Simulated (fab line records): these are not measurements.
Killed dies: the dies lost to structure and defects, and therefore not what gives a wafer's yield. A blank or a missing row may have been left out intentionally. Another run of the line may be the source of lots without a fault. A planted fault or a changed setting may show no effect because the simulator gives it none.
What tool caused it? + flow gf180mcu + 37 wafers from 13 lots sampled at 5 of the route's 602 steps

## WHAT EACH GAUGE READ, for each wafer
GF_STI_CD_MEAS_12: the cd target is 220 nm. Usual: 220.0 nm for cd nm, sd 1.7.
| lot  | measured    | on        | cd nm (nm)        | flag |
|------|-------------|-----------|-------------------|------|
| L563 | day 2 00:53 | cd sem-02 | 217.7 219.6 219.8 |      |
| L564 | day 2 06:02 | cd sem-02 | 219.5 220.0 220.3 |      |
| L565 | day 2 12:07 | cd sem-01 | 221.1 221.5 220.9 |      |
| L566 | day 2 18:28 | cd sem-02 | 219.9 218.9 217.3 |      |
| L567 | day 2 23:25 | cd sem-01 | 223.2 224.0 223.9 |      |
| L568 | day 3 03:25 | cd sem-01 | 216.8 218.9 217.1 |      |
| L573 | day 4 05:10 | cd sem-01 | 220.8 219.8       |      |
| L575 | day 4 15:52 | cd sem-01 | 222.6 221.3       |      |
| L576 | day 4 19:25 | cd sem-01 | 218.0 216.7 217.5 |      |
| L583 | day 6 07:46 | cd sem-01 | 220.5 221.6 220.7 |      |
| L584 | day 6 13:23 | cd sem-01 | 218.8 219.3 218.8 |      |
| L585 | day 6 18:15 | cd sem-01 | 216.5 216.9 217.4 |      |
| L586 | day 6 23:28 | cd sem-01 | 221.9 222.3 222.3 |      |

GF_VT_IMPLANT_TW_MEAS_21. Usual: VT_IMPLANT_2_TW typically reads 1200, with standard deviation 12.
| lot  | measured     | on            | VT_IMPLANT_2_TW | flag |
|------|--------------|---------------|-----------------|------|
| L563 | day 6 06:32  | film metro-04 | 1219 1225 1221  |      |
| L564 | day 6 13:23  | film metro-02 | 1211 1202 1208  |      |
| L565 | day 6 18:53  | film metro-01 | 1192 1182 1184  |      |
| L566 | day 7 00:20  | film metro-01 | 1178 1184 1176  |      |
| L567 | day 7 08:56  | film metro-04 | 1218 1220 1216  |      |
| L568 | day 7 14:53  | film metro-01 | 1181 1180 1182  |      |
| L573 | day 8 20:08  | film metro-01 | 1192 1199       |      |
| L575 | day 9 10:53  | film metro-02 | 1210 1207       |      |
| L576 | day 9 15:35  | film metro-01 | 1192 1201 1199  |      |
| L583 | day 11 12:44 | film metro-01 | 1197 1189 1191  |      |
| L584 | day 11 17:10 | film metro-02 | 1199 1207 1198  |      |
| L585 | day 12 00:16 | film metro-04 | 1222 1219 1219  |      |
| L586 | day 12 06:24 | film metro-02 | 1202 1203 1204  |      |

GF_VT_IMPLANT_OVL_MEAS_40. Usual: VT_IMPLANT_03_OVL typically reads -1.0 nm, with standard deviation 1.3.
| lot  | measured     | on         | VT_IMPLANT_03_OVL (nm) | flag |
|------|--------------|------------|------------------------|------|
| L563 | day 7 14:04  | overlay-01 | 0.9 0.0 -1.6           |      |
| L564 | day 7 20:19  | overlay-01 | 0.1 0.0 -1.1           |      |
| L565 | day 8 03:00  | overlay-02 | -1.1 -1.8 -2.7         |      |
| L566 | day 8 09:00  | overlay-01 | -0.5 -2.4 -0.9         |      |
| L567 | day 8 17:06  | overlay-01 | -2.5 0.8 -2.3          |      |
| L568 | day 9 00:30  | overlay-01 | -1.1 -0.4 0.8          |      |
| L573 | day 10 05:45 | overlay-01 | -2.5 -0.4              |      |
| L575 | day 10 22:01 | overlay-01 | -0.2 -2.8              |      |
| L576 | day 11 02:27 | overlay-02 | 0.2 -0.3 -0.8          |      |
| L583 | day 13 02:29 | overlay-02 | -2.9 -2.8 -2.0         |      |
| L584 | day 13 07:52 | overlay-01 | -1.9 1.1 -1.1          |      |
| L585 | day 13 15:19 | overlay-02 | -1.6 0.7 0.1           |      |
| L586 | day 13 22:54 | overlay-02 | 1.4 1.4 1.2            |      |

## WHICH TOOL RAN EACH LOT (tool, then ch and the chambers of the sampled wafers, then the start)
| lot  | GF_STI_ETCH_14                  | GF_STI_STRIP_15                     |
|------|---------------------------------|-------------------------------------|
| L563 | rie si-02 ch 0,2, day 2 01:04   | plasma asher-03 ch 0,1, day 2 01:08 |
| L564 | rie si-02 ch 1,2, day 2 06:14   | plasma asher-01 ch 1, day 2 06:19   |
| L565 | rie si-02 ch 2,3, day 2 12:19   | plasma asher-02 ch 0,1, day 2 12:23 |
| L566 | rie si-02 ch 0,2, day 2 18:40   | plasma asher-01 ch 0,1, day 2 18:44 |
| L567 | rie si-01 ch 1,2,3, day 2 23:37 | plasma asher-01 ch 0,1, day 2 23:41 |
| L568 | rie si-02 ch 2,3, day 3 03:37   | plasma asher-02 ch 0,1, day 3 03:41 |
| L573 | rie si-02 ch 2,3, day 4 05:22   | plasma asher-02 ch 0,1, day 4 05:26 |
| L575 | rie si-02 ch 1,2, day 4 16:04   | plasma asher-03 ch 0, day 4 16:08   |
| L576 | rie si-02 ch 2,3, day 4 19:37   | plasma asher-02 ch 0,1, day 4 19:41 |
| L583 | rie si-01 ch 0,1,2, day 6 07:58 | plasma asher-03 ch 0,1, day 6 08:02 |
| L584 | rie si-01 ch 0,2,3, day 6 13:32 | plasma asher-01 ch 0,1, day 6 13:39 |
| L585 | rie si-01 ch 2,3, day 6 18:25   | plasma asher-01 ch 0,1, day 6 18:31 |
| L586 | rie si-01 ch 0,1, day 6 23:38   | plasma asher-02 ch 0,1, day 6 23:43 |
- GF_STI_ETCH_14: etches Si in HBr/Cl2/O2, target depth 360 nm, time 102.9 s.
- GF_STI_STRIP_15: strips in O2/N2.

## WHAT THE TOOLS THEMSELVES READ (means of the sampled wafers that have a number; where no wafer has one, the mark that the record gives instead)
GF_STI_ETCH_14. Usual: drypump motor current A 5.8 A, standard deviation 0.42; oes product au 1.002 a.u., standard deviation 0.015; throttle valve pct 25.655 %, standard deviation 0.013.
| lot  | tool      | drypump motor current A (A) | oes product au (a.u.) | throttle valve pct (%) | flag |
|------|-----------|-----------------------------|-----------------------|------------------------|------|
| L563 | rie si-02 | 6.2                         | 0.996                 | 25.660                 |      |
| L564 | rie si-02 | 6.3                         | 0.991                 | 25.664                 |      |
| L565 | rie si-02 | 6.2                         | 0.999                 | 25.659                 |      |
| L566 | rie si-02 | 6.2                         | 1.004                 | 25.653                 |      |
| L567 | rie si-01 | 5.6                         | 1.002                 | 25.647                 |      |
| L568 | rie si-02 | 5.8                         | 1.005                 | 25.647                 |      |
| L573 | rie si-02 | 6.0                         | 0.896                 | 25.721                 | OFF  |
| L575 | rie si-02 | 6.2                         | 0.891                 | 25.734                 | OFF  |
| L576 | rie si-02 | 6.2                         | 0.928                 | 25.700                 | OFF  |
| L583 | rie si-01 | 5.8                         | 1.007                 | 25.644                 |      |
| L584 | rie si-01 | 5.9                         | 0.997                 | 25.656                 |      |
| L585 | rie si-01 | 5.7                         | 0.993                 | 25.660                 |      |
| L586 | rie si-01 | 6.0                         | 0.996                 | 25.661                 |      |

GF_STI_STRIP_15. Usual: drypump motor current A 5.81 A, standard deviation 0.16; heater power w 322 W, standard deviation 27; oes product au 0.384 a.u., standard deviation 0.0049; strip time to endpoint s 3.74 s, standard deviation 0.056.
| lot  | tool            | drypump motor current A (A) | heater power w (W) | oes product au (a.u.) | strip time to endpoint s (s) | flag |
|------|-----------------|-----------------------------|--------------------|-----------------------|------------------------------|------|
| L563 | plasma asher-03 | 5.95                        | 317                | 0.384                 | 3.74                         |      |
| L564 | plasma asher-01 | 5.85                        | 341                | 0.384                 | 3.72                         |      |
| L565 | plasma asher-02 | 5.60                        | 341                | 0.388                 | 3.76                         |      |
| L566 | plasma asher-01 | 5.92                        | 316                | 0.384                 | 3.82                         |      |
| L567 | plasma asher-01 | 5.91                        | 322                | 0.381                 | 3.71                         |      |
| L568 | plasma asher-02 | 5.64                        | 341                | 0.382                 | 3.69                         |      |
| L573 | plasma asher-02 | 5.63                        | 338                | 0.390                 | 3.94                         | OFF  |
| L575 | plasma asher-03 | 6.01                        | 303                | 0.392                 | 3.92                         | OFF  |
| L576 | plasma asher-02 | 5.64                        | 337                | 0.394                 | 3.86                         |      |
| L583 | plasma asher-03 | 5.95                        | 314                | 0.384                 | 3.71                         |      |
| L584 | plasma asher-01 | 5.91                        | 317                | 0.381                 | 3.78                         |      |
| L585 | plasma asher-01 | 5.94                        | 298                | 0.387                 | 3.80                         |      |
| L586 | plasma asher-02 | 5.62                        | 342                | 0.388                 | 3.78                         |      |

## THE ANSWER, worked out from the rows above alone
Rule: a lot is off if the mean of its wafers that have a number lies more than 3 standard deviations from the usual mean. A lot without any number at a reading at which 4 lots or more have one is off too. Where the step has rows for the other lots, those lots are counted as sound. After the gauges, taken in route order, come the tools' own readings; for these a lot's mean is taken, as printed above. At the first step where some lot is off, the reading lying furthest off is the one used; lots without a number count as furthest.
Off, at GF_STI_ETCH_14 on oes product au: L573, L575, L576.
If a tool, at that step or one of the process steps before it, ran each lot that is off and ran no sound lot following the first of them, it fits. One fits: rie si-02 at GF_STI_ETCH_14. Its last sound lot is L568 (day 3 03:37), its first lot that is off L573 (day 4 05:22): a fault that began between those two fits.
The tool's own readings at GF_STI_ETCH_14 bear it out: on the lots that are off they differ by more than 5 times the standard deviation of the sound lots' means. oes product au reads 0.905 a.u. there against 0.999 a.u. on the sound lots; throttle valve pct reads 25.718 % there against 25.655 % on the sound lots.

## WHAT THE SIMULATOR HAD INSERTED
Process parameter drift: rie si-02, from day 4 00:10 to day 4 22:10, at GF_STI_ETCH_14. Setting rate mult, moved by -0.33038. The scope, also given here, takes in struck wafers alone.
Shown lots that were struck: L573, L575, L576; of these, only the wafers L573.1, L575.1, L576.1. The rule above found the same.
